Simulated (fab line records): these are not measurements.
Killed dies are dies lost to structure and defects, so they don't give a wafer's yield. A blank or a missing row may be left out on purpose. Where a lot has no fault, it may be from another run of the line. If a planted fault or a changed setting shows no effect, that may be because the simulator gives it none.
fab line records	flow sky130	part 1 of 2: steps 1 to 28 of 35
record lots=5	wafers=15	last-day=50
route steps=708 shown VIA1@470 METAL2@483
lots that met no fault: from a run of the same line without faults
start-h: hours from the record's opening day to when the first of the lot's shown wafers began	wait-h: how many hours have passed since the lot's step before this one	" as in the row above	L1.1+2: several wafers, shown together as one row	- no value, or no start was given	* or withheld: withheld	< > ~ a bound
route shown NAME@n: names a module that has steps shown in the file, with the first one's number in the route	usual: mean/standard deviation taken from wafers without a fault	same: alike in all rows	chamber/n: place in a boat	sites: each site's reading	_std_site: their standard deviation	_edge_site: mean of outer sites minus mean of inner sites	radius-mm: for every site, how far away it sits from the centre of the wafer	mask NAME#n: copy n	behind: tool/chamber where the wafer was last shaped	hold: what put the lot on hold/how long, in hours/how the hold closed	device: the n, p or np transistor that did not switch	end of line: the same wafers' tests at the end of the route	step lacking rows: just its recipe	killed: dies that structure and defects cost at the first sort, which is not the same as the wafer's yield	map: the dies of a wafer, with x for killed, . for not killed, _ for no die there
set.NAME: setting as actually run; set.NAME@STEP: the setting as run at that earlier step	model.NAME: the simulator's own value behind a step, which no gauge read
lots at selected steps of the route; one table per step, one row per wafer
services: the hour from which a tool's chamber was out of use, counted from the record's first day as start-h (under 0 if before that day), plus the number of hours and why
## steps
# step SKY_VIA1_CD_MEAS_12
# recipe target-cd-nm=150
# usual cd-nm=149.7/1.7
lot.wafer	tool	chamber	start-h	wait-h	cd-nm
L076.3	cd-sem-01	-	814.00	-	149.6
L076.4	"	-	"	"	150.3
L076.5	"	-	"	"	151.0
L083.1	cd-sem-02	-	859.96	-	147.5
L083.4	"	-	"	"	148.7
L083.6	"	-	"	"	148.1
L084.1	cd-sem-01	-	872.62	-	150.7
L084.3	"	-	"	"	148.6
L084.6	"	-	"	"	152.2
L090.1	cd-sem-01	-	919.32	-	147.1
L090.2	"	-	"	"	147.5
L090.3	"	-	"	"	145.3
L093.3	cd-sem-01	-	952.17	-	149.0
L093.4	"	-	"	"	149.5
L093.5	"	-	"	"	148.7
# step SKY_VIA1_OVL_MEAS_13
# usual VIA1_OVL=0/6
lot.wafer	tool	chamber	start-h	wait-h	VIA1_OVL[nm]
L076.3	overlay-02	-	814.09	0.1	8
L076.4	"	-	"	"	-13
L076.5	"	-	"	"	3
L083.1	overlay-02	-	860.08	0.1	-6
L083.4	"	-	"	"	2
L083.6	"	-	"	"	1
L084.1	overlay-02	-	872.74	0.1	-6
L084.3	"	-	"	"	-6
L084.6	"	-	"	"	-5
L090.1	overlay-01	-	919.44	0.1	0
L090.2	"	-	"	"	11
L090.3	"	-	"	"	-4
L093.3	overlay-02	-	952.27	0.1	5
L093.4	"	-	"	"	1
L093.5	"	-	"	"	-3
# step SKY_VIA1_ETCH_14
# recipe chemistry=N2/H2	target=BARC	ion-energy-ev=200	source-w=500	bias-w=100	pressure-mtorr=30	n2-flow-sccm=100	h2-flow-sccm=200	stop-on=SiO2	time-s=45.9	target-depth-a=600
# usual drypump-motor-current-A=5.6/0.43	oes-product-au=0.854/0.0041	rf-fwd-power-W=494.8/2	throttle-valve-pct=13.224/0.0088
lot.wafer	tool	chamber	start-h	wait-h	drypump-motor-current-A	oes-product-au	rf-fwd-power-W	rf-hours-counter-h	throttle-valve-pct
L076.3	rie-diel-03	3	814.11	0.0	5.4	0.854	495.5	6	13.240
L076.4	"	2	"	"	5.7	0.849	496.9	12	13.215
L076.5	"	0	"	"	6.2	0.852	492.4	-	13.228
L083.1	rie-diel-03	2	860.11	0.0	5.8	0.854	494.8	14	13.216
L083.4	"	0	"	"	6.3	0.855	494.3	12	13.233
L083.6	"	3	"	"	5.4	0.856	497.7	-	13.227
L084.1	rie-diel-03	0	872.78	0.0	6.3	0.854	495.6	12	13.234
L084.3	"	2	"	"	5.7	0.856	495.7	14	13.211
L084.6	"	0	"	"	6.3	0.856	494.3	-	13.227
L090.1	rie-diel-03	0	919.48	0.0	6.3	0.845	495.5	14	13.227
L090.2	"	1	"	"	4.7	0.856	497.7	5	13.221
L090.3	"	2	"	"	5.7	0.849	495.6	15	13.230
L093.3	rie-diel-04	0	952.31	0.0	6.2	0.853	492.9	-	13.222
L093.4	"	3	"	"	5.7	0.854	492.5	-	13.232
L093.5	"	0	"	"	6.2	0.853	492.5	-	13.214
# step SKY_VIA1_ETCH_15
# recipe target=SiO2	chemistry=C4F8/O2/Ar	target-depth-nm=351	stop-on=TiN	mask-material=KrF-thick	source-w=1500	bias-w=1200	pressure-mtorr=40	c4f8-flow-sccm=withheld	O2_flow_sccm=6	Ar_flow_sccm=300	time-s=54
# usual oes-product-au=0.981/0.0048	rf-fwd-power-W=1485/5.9
lot.wafer	tool	chamber	start-h	wait-h	oes-product-au	rf-fwd-power-W	rf-hours-counter-h
L076.3	rie-diel-03	3	814.15	0.0	0.981	1487	6
L076.4	"	2	"	"	0.982	1492	12
L076.5	"	0	"	"	0.986	1490	-
L083.1	rie-diel-03	2	860.15	0.0	0.977	1489	14
L083.4	"	0	"	"	0.984	1482	12
L083.6	"	3	"	"	0.979	1484	-
L084.1	rie-diel-03	0	872.82	0.0	0.985	1486	12
L084.3	"	2	"	"	0.978	1492	14
L084.6	"	0	"	"	0.981	1482	-
L090.1	rie-diel-03	0	919.52	0.0	0.987	1487	14
L090.2	"	1	"	"	0.982	1489	5
L090.3	"	2	"	"	0.982	1485	15
L093.3	rie-diel-04	0	952.38	0.0	0.971	1479	-
L093.4	"	3	"	"	0.976	1478	-
L093.5	"	0	"	"	0.992	1482	-
# step SKY_VIA1_STRIP_16
# recipe chemistry=O2/N2	power-w=1400	pressure-mtorr=1500	platen-temp-c=withheld	o2-flow-sccm=3000	n2-flow-sccm=300	overash-fraction=0.5
# usual drypump-motor-current-A=6.0/0.5	oes-product-au=0.415/0.0043	strip-time-to-endpoint-s=4.455/0.019
lot.wafer	tool	chamber	start-h	wait-h	drypump-motor-current-A	oes-product-au	rf-hours-counter-h	strip-time-to-endpoint-s
L076.3	plasma-asher-01	0	814.23	0.1	6.5	0.410	-	4.461
L076.4	"	1	"	"	6.6	0.417	-	4.425
L076.5	"	0	"	"	6.5	0.418	-	4.444
L083.1	plasma-asher-02	0	860.20	0.0	5.3	0.414	11	4.413
L083.4	"	0	"	"	5.4	0.426	-	4.436
L083.6	"	0	"	"	5.3	0.414	-	4.464
L084.1	plasma-asher-02	0	872.87	0.0	5.4	0.416	12	4.453
L084.3	"	1	"	"	5.7	0.417	-	4.445
L084.6	"	0	"	"	5.3	0.413	-	4.453
L090.1	plasma-asher-02	1	919.57	0.0	5.7	0.414	17	4.450
L090.2	"	0	"	"	5.4	0.424	17	4.455
L090.3	"	0	"	"	5.4	0.420	-	4.464
L093.3	plasma-asher-01	1	952.46	0.1	6.6	0.409	-	4.454
L093.4	"	0	"	"	6.5	0.418	-	4.424
L093.5	"	1	"	"	6.6	0.415	-	4.477
# step SKY_VIA1_STRIP_17
# recipe chemistry=post-etch-residue-remover	time-s=1200	temp-c=72.5
# usual bath-guard-temp-C=72.7/0.61
lot.wafer	tool	chamber	start-h	wait-h	bath-guard-temp-C
L076.3	wet-bench-04	2	814.30	0.0	72.6
L076.4	"	2	"	"	72.7
L076.5	"	2	"	"	72.2
L083.1	wet-bench-01	0	860.30	0.1	73.2
L083.4	"	0	"	"	73.4
L083.6	"	0	"	"	73.4
L084.1	wet-bench-01	0	872.97	0.1	73.3
L084.3	"	0	"	"	73.4
L084.6	"	0	"	"	73.4
L090.1	wet-bench-04	0	919.67	0.1	73.1
L090.2	"	0	"	"	73.0
L090.3	"	0	"	"	72.9
L093.3	wet-bench-04	2	952.52	0.0	72.4
L093.4	"	2	"	"	72.9
L093.5	"	2	"	"	72.4
# step SKY_VIA1_CLEAN_18
# recipe chemistry=IPA	time-s=180	temp-c=25
lot.wafer	tool	chamber	start-h	wait-h
L076.3+4+5	wet-bench-01	1	814.64	0.0
L083.1+4+6	wet-bench-04	3	860.65	0.0
L084.1+3+6	wet-bench-04	0	873.31	0.0
L090.1+2+3	wet-bench-02	1	920.01	0.0
L093.3+4+5	wet-bench-02	1	952.87	0.0
# step SKY_VIA1_CLEAN_19
# recipe chemistry=O3/DIW	dry=n2-spin
lot.wafer	tool	chamber	start-h	wait-h
L076.3+4+5	wet-bench-04	0	814.70	0.0
L083.1+4+6	wet-bench-04	0	860.71	0.0
L084.1+3+6	wet-bench-01	2	873.37	0.0
L090.1+2+3	wet-bench-01	3	920.07	0.0
L093.3+4+5	wet-bench-01	2	952.92	0.0
# step SKY_VIA1_SPUTTER_20
# recipe material=TiN	target-thk-nm=20	chamber-pressure-pa=5	power-w=4000	time-s=80
# usual throttle-valve-pct=30.0/1.2
lot.wafer	tool	chamber	start-h	wait-h	throttle-valve-pct
L076.3	pvd-sputter-01	-	814.79	0.0	30.1
L076.4	"	-	"	"	29.9
L076.5	"	-	"	"	30.2
L083.1	pvd-sputter-04	-	860.80	0.0	29.8
L083.4	"	-	"	"	28.2
L083.6	"	-	"	"	28.3
L084.1	pvd-sputter-03	-	873.46	0.0	30.0
L084.3	"	-	"	"	30.5
L084.6	"	-	"	"	30.2
L090.1	pvd-sputter-04	-	920.16	0.0	29.5
L090.2	"	-	"	"	31.9
L090.3	"	-	"	"	30.1
L093.3	pvd-sputter-04	-	953.02	0.0	31.9
L093.4	"	-	"	"	29.5
L093.5	"	-	"	"	30.0
# step SKY_VIA1_CVD_21
# recipe material=W	target-thk-nm=270	time-s=80.902	temp-c=400	pressure-torr=40
# usual heater-power-w=870/75
lot.wafer	tool	chamber	start-h	wait-h	heater-power-w
L076.3	cvd-w-01	0	814.88	0.1	916
L076.4	"	1	"	"	929
L076.5	"	0	"	"	929
L083.1	cvd-w-02	0	860.86	0.0	932
L083.4	"	1	"	"	833
L083.6	"	1	"	"	864
L084.1	cvd-w-02	1	873.52	0.0	829
L084.3	"	1	"	"	824
L084.6	"	1	"	"	841
L090.1	cvd-w-02	0	920.22	0.0	881
L090.2	"	1	"	"	701
L090.3	"	1	"	"	711
L093.3	cvd-w-02	1	953.12	0.1	720
L093.4	"	0	"	"	872
L093.5	"	0	"	"	867
# step SKY_VIA1_RS_MEAS_22
# recipe thk-meas-gauge=four-point-probe	reads=W_of_VIA1_CVD_21+TiN_of_VIA1_SPUTTER_20
# usual VIA1_W_RS=0.429/0.0053
lot.wafer	tool	chamber	start-h	wait-h	VIA1_W_RS[ohm/sq]
L076.3	film-metro-02	-	814.99	0.1	0.418
L076.4	"	-	"	"	0.428
L076.5	"	-	"	"	0.416
L083.1	film-metro-02	-	860.95	0.1	0.431
L083.4	"	-	"	"	0.441
L083.6	"	-	"	"	0.434
L084.1	film-metro-02	-	873.61	0.1	0.431
L084.3	"	-	"	"	0.433
L084.6	"	-	"	"	0.434
L090.1	film-metro-02	-	920.31	0.1	0.424
L090.2	"	-	"	"	0.432
L090.3	"	-	"	"	0.435
L093.3	film-metro-04	-	953.22	0.1	0.434
L093.4	"	-	"	"	0.433
L093.5	"	-	"	"	0.428
# step SKY_VIA1_THK_MEAS_23
# recipe thk-meas-gauge=xrf	reads=W_of_VIA1_CVD_21
# usual VIA1_W_THK=265/3.4
lot.wafer	tool	chamber	start-h	wait-h	VIA1_W_THK[nm]
L076.3	film-metro-02	-	815.09	0.1	270
L076.4	"	-	"	"	264
L076.5	"	-	"	"	270
L083.1	film-metro-02	-	861.07	0.1	262
L083.4	"	-	"	"	256
L083.6	"	-	"	"	262
L084.1	film-metro-02	-	873.73	0.1	263
L084.3	"	-	"	"	260
L084.6	"	-	"	"	263
L090.1	film-metro-02	-	920.43	0.1	266
L090.2	"	-	"	"	263
L090.3	"	-	"	"	262
L093.3	film-metro-04	-	953.32	0.1	261
L093.4	"	-	"	"	263
L093.5	"	-	"	"	265
# step SKY_VIA1_CMP_24
# recipe stop-on=SiO2	t-overpolish-s=15	down-force-psi=3.5	platen-rpm=60	target-thk-nm=0	pad-velocity-m-s=0.94248
# usual motor-current-A=10.1/1.2	overpolish-run-s=15.001/0.0081	platen-rpm=60.00/0.043	time-to-endpoint-s=63.7/2.7
lot.wafer	tool	chamber	start-h	wait-h	motor-current-A	overpolish-run-s	platen-rpm	time-to-endpoint-s
L076.4	cmp-02	2	815.13	0.0	7.9	15.002	59.98	61.1
L076.3	"	3	"	"	9.7	15.004	60.01	61.0
L076.5	"	2	"	"	7.6	15.008	60.00	64.2
L083.1	cmp-01	0	861.14	0.1	10.2	14.997	60.06	65.2
L083.4	"	3	"	"	10.9	15.008	60.03	63.9
L083.6	"	1	"	"	9.8	15.001	59.91	60.7
L084.1	cmp-01	3	873.79	0.1	11.0	14.999	59.97	64.2
L084.3	"	2	"	"	9.3	15.002	59.95	65.9
L084.6	"	0	"	"	10.2	14.985	60.03	65.3
L090.1	cmp-01	2	920.54	0.1	9.0	15.001	60.00	63.6
L090.2	"	3	"	"	11.5	15.002	59.99	62.5
L090.3	"	0	"	"	10.5	15.006	60.05	64.1
L093.3	cmp-01	0	953.36	0.0	10.9	14.994	60.06	64.5
L093.4	"	1	"	"	10.1	15.009	60.02	63.1
L093.5	"	0	"	"	10.1	15.005	60.03	66.3
# step SKY_METAL2_SPUTTER_00
# recipe material=Ti	target-thk-nm=15	power-w=3000	time-s=10	chamber-pressure-pa=0.4
# usual throttle-valve-pct=29.7/0.97
lot.wafer	tool	chamber	start-h	wait-h	throttle-valve-pct
L076.3	pvd-sputter-02	-	815.43	0.2	30.1
L076.4	"	-	"	"	29.4
L076.5	"	-	"	"	28.8
L083.1	pvd-sputter-03	-	861.44	0.2	30.3
L083.4	"	-	"	"	30.1
L083.6	"	-	"	"	31.9
L084.1	pvd-sputter-02	-	874.09	0.2	30.5
L084.3	"	-	"	"	28.8
L084.6	"	-	"	"	30.2
L090.1	pvd-sputter-03	-	920.79	0.2	31.7
L090.2	"	-	"	"	30.2
L090.3	"	-	"	"	28.7
L093.3	pvd-sputter-01	-	953.66	0.2	30.2
L093.4	"	-	"	"	29.4
L093.5	"	-	"	"	29.2
# step SKY_METAL2_SPUTTER_01
# recipe material=TiN	target-thk-nm=20	power-w=6500	time-s=16.7	chamber-pressure-pa=0.4
# usual throttle-valve-pct=29.7/0.98
lot.wafer	tool	chamber	start-h	wait-h	throttle-valve-pct
L076.3	pvd-sputter-02	-	815.45	0.0	30.0
L076.4	"	-	"	"	29.6
L076.5	"	-	"	"	28.8
L083.1	pvd-sputter-03	-	861.46	0.0	30.5
L083.4	"	-	"	"	29.9
L083.6	"	-	"	"	31.7
L084.1	pvd-sputter-02	-	874.11	0.0	30.1
L084.3	"	-	"	"	28.7
L084.6	"	-	"	"	30.1
L090.1	pvd-sputter-03	-	920.81	0.0	31.7
L090.2	"	-	"	"	30.0
L090.3	"	-	"	"	28.6
L093.3	pvd-sputter-01	-	953.68	0.0	30.4
L093.4	"	-	"	"	29.3
L093.5	"	-	"	"	28.8
# step SKY_METAL2_SPUTTER_02
# recipe material=AlCu	target-thk-nm=250	power-w=10600	time-s=13.3	chamber-pressure-pa=0.4
# usual throttle-valve-pct=29.7/0.98
lot.wafer	tool	chamber	start-h	wait-h	throttle-valve-pct
L076.3	pvd-sputter-02	-	815.47	0.0	29.8
L076.4	"	-	"	"	29.7
L076.5	"	-	"	"	28.7
L083.1	pvd-sputter-03	-	861.49	0.0	30.5
L083.4	"	-	"	"	29.8
L083.6	"	-	"	"	31.6
L084.1	pvd-sputter-02	-	874.14	0.0	30.3
L084.3	"	-	"	"	28.8
L084.6	"	-	"	"	30.2
L090.1	pvd-sputter-03	-	920.84	0.0	31.7
L090.2	"	-	"	"	30.2
L090.3	"	-	"	"	28.6
L093.3	pvd-sputter-01	-	953.71	0.0	30.4
L093.4	"	-	"	"	29.3
L093.5	"	-	"	"	29.1
# step SKY_METAL2_SPUTTER_03
# recipe material=Ti	target-thk-nm=5	power-w=3000	time-s=3.3	chamber-pressure-pa=0.4
# usual throttle-valve-pct=29.7/0.99
lot.wafer	tool	chamber	start-h	wait-h	throttle-valve-pct
L076.3	pvd-sputter-02	-	815.50	0.0	30.0
L076.4	"	-	"	"	29.1
L076.5	"	-	"	"	28.7
L083.1	pvd-sputter-03	-	861.51	0.0	30.4
L083.4	"	-	"	"	30.2
L083.6	"	-	"	"	31.7
L084.1	pvd-sputter-02	-	874.16	0.0	30.2
L084.3	"	-	"	"	28.9
L084.6	"	-	"	"	30.2
L090.1	pvd-sputter-03	-	920.86	0.0	31.5
L090.2	"	-	"	"	29.8
L090.3	"	-	"	"	28.5
L093.3	pvd-sputter-01	-	953.73	0.0	30.2
L093.4	"	-	"	"	28.9
L093.5	"	-	"	"	29.3
# step SKY_METAL2_SPUTTER_04
# recipe material=TiN	target-thk-nm=70	power-w=6500	time-s=58.3	chamber-pressure-pa=0.4
# usual throttle-valve-pct=29.7/0.99
lot.wafer	tool	chamber	start-h	wait-h	throttle-valve-pct
L076.3	pvd-sputter-02	-	815.52	0.0	29.9
L076.4	"	-	"	"	29.4
L076.5	"	-	"	"	29.0
L083.1	pvd-sputter-03	-	861.53	0.0	30.6
L083.4	"	-	"	"	30.3
L083.6	"	-	"	"	31.5
L084.1	pvd-sputter-02	-	874.18	0.0	30.2
L084.3	"	-	"	"	28.8
L084.6	"	-	"	"	30.1
L090.1	pvd-sputter-03	-	920.88	0.0	31.5
L090.2	"	-	"	"	30.0
L090.3	"	-	"	"	28.7
L093.3	pvd-sputter-01	-	953.75	0.0	30.2
L093.4	"	-	"	"	29.4
L093.5	"	-	"	"	29.3
# step SKY_METAL2_RS_MEAS_05
# recipe thk-meas-gauge=four-point-probe	reads=TiN_of_METAL2_SPUTTER_04+Ti_of_METAL2_SPUTTER_03+AlCu_of_METAL2_SPUTTER_02+TiN_of_METAL2_SPUTTER_01+Ti_of_METAL2_SPUTTER_00
# usual METAL2_ALCU_RS=0.1263/0.00099
lot.wafer	tool	chamber	start-h	wait-h	METAL2_ALCU_RS[ohm/sq]
L076.3	film-metro-03	-	815.61	0.1	0.1267
L076.4	"	-	"	"	0.1268
L076.5	"	-	"	"	0.1271
L083.1	film-metro-02	-	861.58	0.0	0.1263
L083.4	"	-	"	"	0.1270
L083.6	"	-	"	"	0.1277
L084.1	film-metro-02	-	874.23	0.0	0.1255
L084.3	"	-	"	"	0.1259
L084.6	"	-	"	"	0.1249
L090.1	film-metro-03	-	920.93	0.0	0.1260
L090.2	"	-	"	"	0.1262
L090.3	"	-	"	"	0.1268
L093.3	film-metro-02	-	953.84	0.1	0.1276
L093.4	"	-	"	"	0.1253
L093.5	"	-	"	"	0.1257
# step SKY_METAL2_THK_MEAS_06
# recipe thk-meas-gauge=xrf	reads=AlCu_of_METAL2_SPUTTER_02
# usual METAL2_ALCU_THK=248.3/2.3
lot.wafer	tool	chamber	start-h	wait-h	METAL2_ALCU_THK[nm]
L076.3	film-metro-03	-	815.71	0.1	246.9
L076.4	"	-	"	"	248.1
L076.5	"	-	"	"	248.5
L083.1	film-metro-02	-	861.70	0.1	248.4
L083.4	"	-	"	"	247.2
L083.6	"	-	"	"	246.1
L084.1	film-metro-02	-	874.35	0.1	250.7
L084.3	"	-	"	"	249.3
L084.6	"	-	"	"	252.3
L090.1	film-metro-03	-	921.05	0.1	249.0
L090.2	"	-	"	"	253.9
L090.3	"	-	"	"	247.9
L093.3	film-metro-02	-	953.94	0.1	244.9
L093.4	"	-	"	"	250.1
L093.5	"	-	"	"	248.7
# step SKY_METAL2_DEHYDRATE_07
# recipe temp-c=200	time-s=60
lot.wafer	tool	chamber	start-h	wait-h
L076.3+4+5	litho-track-02	0	827.92	12.2
L083.1+4+6	litho-track-04	0	874.31	12.6
L084.1+3+6	litho-track-04	0	886.76	12.4
L090.1+2+3	litho-track-04	0	931.21	10.1
L093.3+4+5	litho-track-02	0	964.52	10.6
# step SKY_METAL2_HMDS_08
# recipe prime-time-s=60	prime-temp-c=120
# usual prime-temp-c=120.01/0.13
lot.wafer	tool	chamber	start-h	wait-h	prime-temp-c
L076.3	litho-track-02	0	828.07	0.1	119.92
L076.4	"	0	"	"	119.95
L076.5	"	0	"	"	120.12
L083.1	litho-track-04	0	874.46	0.1	119.95
L083.4	"	0	"	"	120.28
L083.6	"	0	"	"	120.11
L084.1	litho-track-04	0	886.91	0.1	119.85
L084.3	"	0	"	"	120.06
L084.6	"	0	"	"	119.92
L090.1	litho-track-04	0	931.36	0.1	120.09
L090.2	"	0	"	"	120.15
L090.3	"	0	"	"	120.24
L093.3	litho-track-02	0	964.67	0.1	119.79
L093.4	"	0	"	"	119.77
L093.5	"	0	"	"	119.77
# step SKY_METAL2_COAT_09
# recipe resist=BARC	temp-c=withheld	time-s=withheld	spin-rpm=3000	resist-thk-nm=60
lot.wafer	tool	chamber	start-h	wait-h
L076.3+4+5	litho-track-02	0	828.22	0.1
L083.1+4+6	litho-track-04	0	874.61	0.1
L084.1+3+6	litho-track-04	0	887.06	0.1
L090.1+2+3	litho-track-04	0	931.51	0.1
L093.3+4+5	litho-track-02	0	964.82	0.1
# step SKY_METAL2_COAT_10
# recipe resist=KrF-thick	spin-rpm=3000	resist-thk-nm=450
lot.wafer	tool	chamber	start-h	wait-h
L076.3+4+5	litho-track-02	0	-	-
L083.1+4+6	litho-track-04	0	-	-
L084.1+3+6	litho-track-04	0	-	-
L090.1+2+3	litho-track-04	0	-	-
L093.3+4+5	litho-track-02	0	-	-
# step SKY_METAL2_SOFTBAKE_11
# recipe temp-c=100	time-s=90	resist=KrF-thick
lot.wafer	tool	chamber	start-h	wait-h
L076.3+4+5	litho-track-02	0	-	-
L083.1+4+6	litho-track-04	0	-	-
L084.1+3+6	litho-track-04	0	-	-
L090.1+2+3	litho-track-04	0	-	-
L093.3+4+5	litho-track-02	0	-	-
# step SKY_METAL2_EXPOSE_12
# recipe mask-id=MM2	na=0.8	source-shape=annular	sigma-inner=0.55	sigma-outer=0.85	target-cd-nm=140	dose-mj=28
# same sigma-outer=0.85
lot.wafer	tool	chamber	start-h	wait-h	mask
L076.3+4+5	krf-scanner-01	0	-	-	MM2#0
L083.1+4+6	krf-scanner-02	0	-	-	MM2#0
L084.1+3+6	krf-scanner-02	0	-	-	MM2#0
L090.1+2+3	krf-scanner-01	0	-	-	MM2#0
L093.3+4+5	krf-scanner-01	0	-	-	MM2#0
# step SKY_METAL2_PEB_13
# recipe peb-temp-c=withheld	peb-time-s=withheld	resist=KrF-thick
lot.wafer	tool	chamber	start-h	wait-h
L076.3+4+5	litho-track-04	0	-	-
L083.1+4+6	litho-track-02	0	-	-
L084.1+3+6	litho-track-01	0	-	-
L090.1+2+3	litho-track-02	0	-	-
L093.3+4+5	litho-track-02	0	-	-
# step SKY_METAL2_DEVELOP_14
# recipe develop-time-s=60	resist=KrF-thick	dev-temp-c=21
lot.wafer	tool	chamber	start-h	wait-h
L076.3+4+5	litho-track-04	0	-	-
L083.1+4+6	litho-track-02	0	-	-
L084.1+3+6	litho-track-01	0	-	-
L090.1+2+3	litho-track-02	0	-	-
L093.3+4+5	litho-track-02	0	-	-
